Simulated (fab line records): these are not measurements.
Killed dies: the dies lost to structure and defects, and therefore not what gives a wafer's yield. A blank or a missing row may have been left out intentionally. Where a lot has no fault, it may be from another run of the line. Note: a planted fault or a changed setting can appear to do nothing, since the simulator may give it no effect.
What tool caused it? || flow gf180mcu || 11 lots with 33 wafers sampled at 6 steps, on a route of 602 steps

== WHAT THE GAUGES READ, wafer by wafer ==
GF_V5_RS_MEAS_24: measures by four-point-probe. Usual: for V5_W_RS the level is 0.330 ohm/sq and the standard deviation is 0.0041.
{"lot": "L386", "measured": "day 27 08:05", "on": "film-metro-02", "V5_W_RS (ohm/sq)": "0.335 0.337 0.336", "flag": ""}
{"lot": "L389", "measured": "day 28 06:10", "on": "film-metro-04", "V5_W_RS (ohm/sq)": "0.327 0.332 0.334", "flag": ""}
{"lot": "L390", "measured": "day 28 18:13", "on": "film-metro-04", "V5_W_RS (ohm/sq)": "0.329 0.331 0.333", "flag": ""}
{"lot": "L392", "measured": "day 29 05:57", "on": "film-metro-04", "V5_W_RS (ohm/sq)": "0.334 0.334 0.331", "flag": ""}
{"lot": "L393", "measured": "day 29 09:21", "on": "film-metro-04", "V5_W_RS (ohm/sq)": "0.328 0.330 0.332", "flag": ""}
{"lot": "L400", "measured": "day 31 10:16", "on": "film-metro-02", "V5_W_RS (ohm/sq)": "0.739 0.328 0.734", "flag": "OFF"}
{"lot": "L401", "measured": "day 31 19:41", "on": "film-metro-04", "V5_W_RS (ohm/sq)": "0.737 0.750 0.326", "flag": "OFF"}
{"lot": "L404", "measured": "day 32 12:53", "on": "film-metro-02", "V5_W_RS (ohm/sq)": "0.320 0.320 0.324", "flag": ""}
{"lot": "L405", "measured": "day 32 14:32", "on": "film-metro-02", "V5_W_RS (ohm/sq)": "0.327 0.326 0.325", "flag": ""}
{"lot": "L406", "measured": "day 33 03:22", "on": "film-metro-04", "V5_W_RS (ohm/sq)": "0.329 0.326 0.331", "flag": ""}
{"lot": "L409", "measured": "day 33 17:04", "on": "film-metro-03", "V5_W_RS (ohm/sq)": "0.326 0.324 0.324", "flag": ""}

GF_V5_THK_MEAS_25: measures by xrf. Usual: for V5_W_THK the level is 332 nm and the standard deviation is 6.4.
{"lot": "L386", "measured": "day 27 08:12", "on": "film-metro-02", "V5_W_THK (nm)": "322 318 321", "flag": ""}
{"lot": "L389", "measured": "day 28 06:17", "on": "film-metro-04", "V5_W_THK (nm)": "336 334 331", "flag": ""}
{"lot": "L390", "measured": "day 28 18:20", "on": "film-metro-04", "V5_W_THK (nm)": "335 337 330", "flag": ""}
{"lot": "L392", "measured": "day 29 06:02", "on": "film-metro-04", "V5_W_THK (nm)": "326 327 330", "flag": ""}
{"lot": "L393", "measured": "day 29 09:28", "on": "film-metro-04", "V5_W_THK (nm)": "334 332 329", "flag": ""}
{"lot": "L400", "measured": "day 31 10:23", "on": "film-metro-02", "V5_W_THK (nm)": "149 324 151", "flag": "OFF"}
{"lot": "L401", "measured": "day 31 19:48", "on": "film-metro-04", "V5_W_THK (nm)": "152 149 334", "flag": "OFF"}
{"lot": "L404", "measured": "day 32 13:01", "on": "film-metro-02", "V5_W_THK (nm)": "338 338 333", "flag": ""}
{"lot": "L405", "measured": "day 32 14:40", "on": "film-metro-02", "V5_W_THK (nm)": "329 332 333", "flag": ""}
{"lot": "L406", "measured": "day 33 03:28", "on": "film-metro-04", "V5_W_THK (nm)": "334 338 335", "flag": ""}
{"lot": "L409", "measured": "day 33 17:11", "on": "film-metro-03", "V5_W_THK (nm)": "347 346 347", "flag": ""}

== TOOL THAT RAN EACH LOT (tool first, then ch and the chambers of the sampled wafers, then the start) ==
{"lot": "L386", "GF_V3_SPUTTER_22": "pvd-sputter-02, day 22 14:04", "GF_V4_ETCH_16": "rie-diel-04 ch 1,3, day 24 13:04", "GF_V5_ETCH_17": "rie-diel-01 ch 1,2,3, day 27 07:58 or earlier", "GF_V5_CVD_23": "cvd-w-01 ch 0,1, day 27 07:58"}
{"lot": "L389", "GF_V3_SPUTTER_22": "pvd-sputter-04, day 23 13:33", "GF_V4_ETCH_16": "rie-diel-02 ch 2,3, day 25 11:02", "GF_V5_ETCH_17": "rie-diel-04 ch 1,2, day 28 06:03 or earlier", "GF_V5_CVD_23": "cvd-w-01 ch 0,1, day 28 06:03"}
{"lot": "L390", "GF_V3_SPUTTER_22": "pvd-sputter-01, day 24 03:30", "GF_V4_ETCH_16": "rie-diel-04 ch 1,2,3, day 26 01:00", "GF_V5_ETCH_17": "rie-diel-04 ch 0,1,2, day 28 18:07 or earlier", "GF_V5_CVD_23": "cvd-w-02 ch 0, day 28 18:07"}
{"lot": "L392", "GF_V3_SPUTTER_22": "pvd-sputter-02, day 24 16:39", "GF_V4_ETCH_16": "rie-diel-04 ch 1,2,3, day 26 13:14", "GF_V5_ETCH_17": "rie-diel-02 ch 0,1,2, day 29 05:49 or earlier", "GF_V5_CVD_23": "cvd-w-01 ch 0,1, day 29 05:49"}
{"lot": "L393", "GF_V3_SPUTTER_22": "pvd-sputter-01, day 24 19:13", "GF_V4_ETCH_16": "rie-diel-03 ch 1,2,3, day 26 15:54", "GF_V5_ETCH_17": "rie-diel-02 ch 0,1,2, day 29 09:13 or earlier", "GF_V5_CVD_23": "cvd-w-02 ch 0,1, day 29 09:13"}
{"lot": "L400", "GF_V3_SPUTTER_22": "pvd-sputter-02, day 27 02:57", "GF_V4_ETCH_16": "rie-diel-04 ch 0,2,3, day 28 21:55", "GF_V5_ETCH_17": "rie-diel-04 ch 1,2,3, day 31 10:09 or earlier", "GF_V5_CVD_23": "cvd-w-01 ch 0,1, day 31 10:09"}
{"lot": "L401", "GF_V3_SPUTTER_22": "pvd-sputter-04, day 27 15:22", "GF_V4_ETCH_16": "rie-diel-02 ch 0,1,2, day 29 09:03", "GF_V5_ETCH_17": "rie-diel-01 ch 0,2,3, day 31 19:34 or earlier", "GF_V5_CVD_23": "cvd-w-01 ch 0,1, day 31 19:34"}
{"lot": "L404", "GF_V3_SPUTTER_22": "pvd-sputter-02, day 28 11:27", "GF_V4_ETCH_16": "rie-diel-02 ch 0,1, day 30 04:27", "GF_V5_ETCH_17": "rie-diel-01 ch 0,3, day 32 12:47 or earlier", "GF_V5_CVD_23": "cvd-w-02 ch 0,1, day 32 12:47"}
{"lot": "L405", "GF_V3_SPUTTER_22": "pvd-sputter-02, day 28 14:26", "GF_V4_ETCH_16": "rie-diel-03 ch 0,1,2, day 30 07:15", "GF_V5_ETCH_17": "rie-diel-02 ch 2,3, day 32 14:26 or earlier", "GF_V5_CVD_23": "cvd-w-02 ch 0,1, day 32 14:26"}
{"lot": "L406", "GF_V3_SPUTTER_22": "pvd-sputter-01, day 29 03:03", "GF_V4_ETCH_16": "rie-diel-02 ch 0,2,3, day 30 19:25", "GF_V5_ETCH_17": "rie-diel-01 ch 0,1,3, day 33 03:16 or earlier", "GF_V5_CVD_23": "cvd-w-02 ch 0,1, day 33 03:16"}
{"lot": "L409", "GF_V3_SPUTTER_22": "pvd-sputter-04, day 29 22:11", "GF_V4_ETCH_16": "rie-diel-02 ch 1,2,3, day 31 11:51", "GF_V5_ETCH_17": "rie-diel-01 ch 0,1,3, day 33 16:57 or earlier", "GF_V5_CVD_23": "cvd-w-02 ch 0,1, day 33 16:57"}
- GF_V3_SPUTTER_22: material TiN, target thk 10 nm, time 40 s.
- GF_V4_ETCH_16: etches BARC in N2/H2.
- GF_V5_ETCH_17: etches SiO2 in C4F8/O2/Ar, stops on TiN, target depth 855 nm.
- GF_V5_CVD_23: deposits W, target thk 350 nm, time 104.9 s.

== WHAT THE TOOLS THEMSELVES READ (means of the sampled wafers that have a number; where no wafer has one, the mark that the record gives instead) ==
GF_V3_SPUTTER_22. Usual: 30.3 % for throttle-valve-pct, sd 0.9.
{"lot": "L386", "tool": "pvd-sputter-02", "throttle-valve-pct (%)": 31.0, "flag": ""}
{"lot": "L389", "tool": "pvd-sputter-04", "throttle-valve-pct (%)": 29.9, "flag": ""}
{"lot": "L390", "tool": "pvd-sputter-01", "throttle-valve-pct (%)": 29.7, "flag": ""}
{"lot": "L392", "tool": "pvd-sputter-02", "throttle-valve-pct (%)": 30.5, "flag": ""}
{"lot": "L393", "tool": "pvd-sputter-01", "throttle-valve-pct (%)": 30.0, "flag": ""}
{"lot": "L400", "tool": "pvd-sputter-02", "throttle-valve-pct (%)": 31.3, "flag": ""}
{"lot": "L401", "tool": "pvd-sputter-04", "throttle-valve-pct (%)": 29.5, "flag": ""}
{"lot": "L404", "tool": "pvd-sputter-02", "throttle-valve-pct (%)": 30.6, "flag": ""}
{"lot": "L405", "tool": "pvd-sputter-02", "throttle-valve-pct (%)": 31.3, "flag": ""}
{"lot": "L406", "tool": "pvd-sputter-01", "throttle-valve-pct (%)": 29.5, "flag": ""}
{"lot": "L409", "tool": "pvd-sputter-04", "throttle-valve-pct (%)": 29.3, "flag": ""}

GF_V4_ETCH_16. Usual: drypump-motor-current-A 6.1 A, standard deviation 0.42; oes-product-au 0.854 a.u., standard deviation 0.0053; throttle-valve-pct 13.225 %, standard deviation 0.009.
{"lot": "L386", "tool": "rie-diel-04", "drypump-motor-current-A (A)": 6.3, "oes-product-au (a.u.)": 0.856, "throttle-valve-pct (%)": 13.227, "flag": ""}
{"lot": "L389", "tool": "rie-diel-02", "drypump-motor-current-A (A)": 6.4, "oes-product-au (a.u.)": 0.856, "throttle-valve-pct (%)": 13.221, "flag": ""}
{"lot": "L390", "tool": "rie-diel-04", "drypump-motor-current-A (A)": 6.3, "oes-product-au (a.u.)": 0.855, "throttle-valve-pct (%)": 13.215, "flag": ""}
{"lot": "L392", "tool": "rie-diel-04", "drypump-motor-current-A (A)": 6.3, "oes-product-au (a.u.)": 0.853, "throttle-valve-pct (%)": 13.225, "flag": ""}
{"lot": "L393", "tool": "rie-diel-03", "drypump-motor-current-A (A)": 5.7, "oes-product-au (a.u.)": 0.856, "throttle-valve-pct (%)": 13.224, "flag": ""}
{"lot": "L400", "tool": "rie-diel-04", "drypump-motor-current-A (A)": 6.4, "oes-product-au (a.u.)": 0.847, "throttle-valve-pct (%)": 13.223, "flag": ""}
{"lot": "L401", "tool": "rie-diel-02", "drypump-motor-current-A (A)": 6.0, "oes-product-au (a.u.)": 0.851, "throttle-valve-pct (%)": 13.229, "flag": ""}
{"lot": "L404", "tool": "rie-diel-02", "drypump-motor-current-A (A)": 5.8, "oes-product-au (a.u.)": 0.853, "throttle-valve-pct (%)": 13.226, "flag": ""}
{"lot": "L405", "tool": "rie-diel-03", "drypump-motor-current-A (A)": 5.9, "oes-product-au (a.u.)": 0.856, "throttle-valve-pct (%)": 13.231, "flag": ""}
{"lot": "L406", "tool": "rie-diel-02", "drypump-motor-current-A (A)": 6.1, "oes-product-au (a.u.)": 0.855, "throttle-valve-pct (%)": 13.229, "flag": ""}
{"lot": "L409", "tool": "rie-diel-02", "drypump-motor-current-A (A)": 6.0, "oes-product-au (a.u.)": 0.855, "throttle-valve-pct (%)": 13.235, "flag": ""}

GF_V5_ETCH_17. Usual: 0.860 a.u. for oes-product-au, sd 0.0053.
{"lot": "L386", "tool": "rie-diel-01", "oes-product-au (a.u.)": 0.860, "flag": ""}
{"lot": "L389", "tool": "rie-diel-04", "oes-product-au (a.u.)": 0.862, "flag": ""}
{"lot": "L390", "tool": "rie-diel-04", "oes-product-au (a.u.)": 0.856, "flag": ""}
{"lot": "L392", "tool": "rie-diel-02", "oes-product-au (a.u.)": 0.862, "flag": ""}
{"lot": "L393", "tool": "rie-diel-02", "oes-product-au (a.u.)": 0.861, "flag": ""}
{"lot": "L400", "tool": "rie-diel-04", "oes-product-au (a.u.)": 0.860, "flag": ""}
{"lot": "L401", "tool": "rie-diel-01", "oes-product-au (a.u.)": 0.857, "flag": ""}
{"lot": "L404", "tool": "rie-diel-01", "oes-product-au (a.u.)": 0.860, "flag": ""}
{"lot": "L405", "tool": "rie-diel-02", "oes-product-au (a.u.)": 0.858, "flag": ""}
{"lot": "L406", "tool": "rie-diel-01", "oes-product-au (a.u.)": 0.861, "flag": ""}
{"lot": "L409", "tool": "rie-diel-01", "oes-product-au (a.u.)": 0.863, "flag": ""}

GF_V5_CVD_23. Usual: 868 W for heater-power-w, sd 91.
{"lot": "L386", "tool": "cvd-w-01", "heater-power-w (W)": 804, "flag": ""}
{"lot": "L389", "tool": "cvd-w-01", "heater-power-w (W)": 818, "flag": ""}
{"lot": "L390", "tool": "cvd-w-02", "heater-power-w (W)": 899, "flag": ""}
{"lot": "L392", "tool": "cvd-w-01", "heater-power-w (W)": 806, "flag": ""}
{"lot": "L393", "tool": "cvd-w-02", "heater-power-w (W)": 879, "flag": ""}
{"lot": "L400", "tool": "cvd-w-01", "heater-power-w (W)": 904, "flag": ""}
{"lot": "L401", "tool": "cvd-w-01", "heater-power-w (W)": 902, "flag": ""}
{"lot": "L404", "tool": "cvd-w-02", "heater-power-w (W)": 880, "flag": ""}
{"lot": "L405", "tool": "cvd-w-02", "heater-power-w (W)": 858, "flag": ""}
{"lot": "L406", "tool": "cvd-w-02", "heater-power-w (W)": 895, "flag": ""}
{"lot": "L409", "tool": "cvd-w-02", "heater-power-w (W)": 892, "flag": ""}

== THE ANSWER, worked out from the rows above alone ==
Rule: take the mean of a lot's wafers that have a number; if it is more than 3 standard deviations from the usual mean, the lot is off. Also off: a lot with no number at a reading for which 4 or more lots have one. The other lots that the step has rows for count as sound. Order of review: gauges by route order, followed by the tools' own readings, for which a lot's mean as printed above is used. The first step at which some lot is off is used, and at that step the reading that is off furthest; a lot without a number counts as furthest.
Off: L400, L401, seen at GF_V5_RS_MEAS_24 (V5_W_RS).
A tool fits if, at a process step before that reading, it ran every lot that is off, and no sound lot after the first of them. Those tools and the gauges at GF_V5_RS_MEAS_24 are tried in the same way. Because GF_V5_ETCH_17 lacks a start for some lots, the hours and order of its lots are taken from GF_V5_CVD_23. One fits: cvd-w-01 at GF_V5_CVD_23. Its last sound lot is L392 (day 29 05:49), its first lot that is off L400 (day 31 10:09): a fault that began between those two fits.

== WHAT THE SIMULATOR HAD INSERTED ==
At GF_V5_CVD_23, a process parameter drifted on cvd-w-01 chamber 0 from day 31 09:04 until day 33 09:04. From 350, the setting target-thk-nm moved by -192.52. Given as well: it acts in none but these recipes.
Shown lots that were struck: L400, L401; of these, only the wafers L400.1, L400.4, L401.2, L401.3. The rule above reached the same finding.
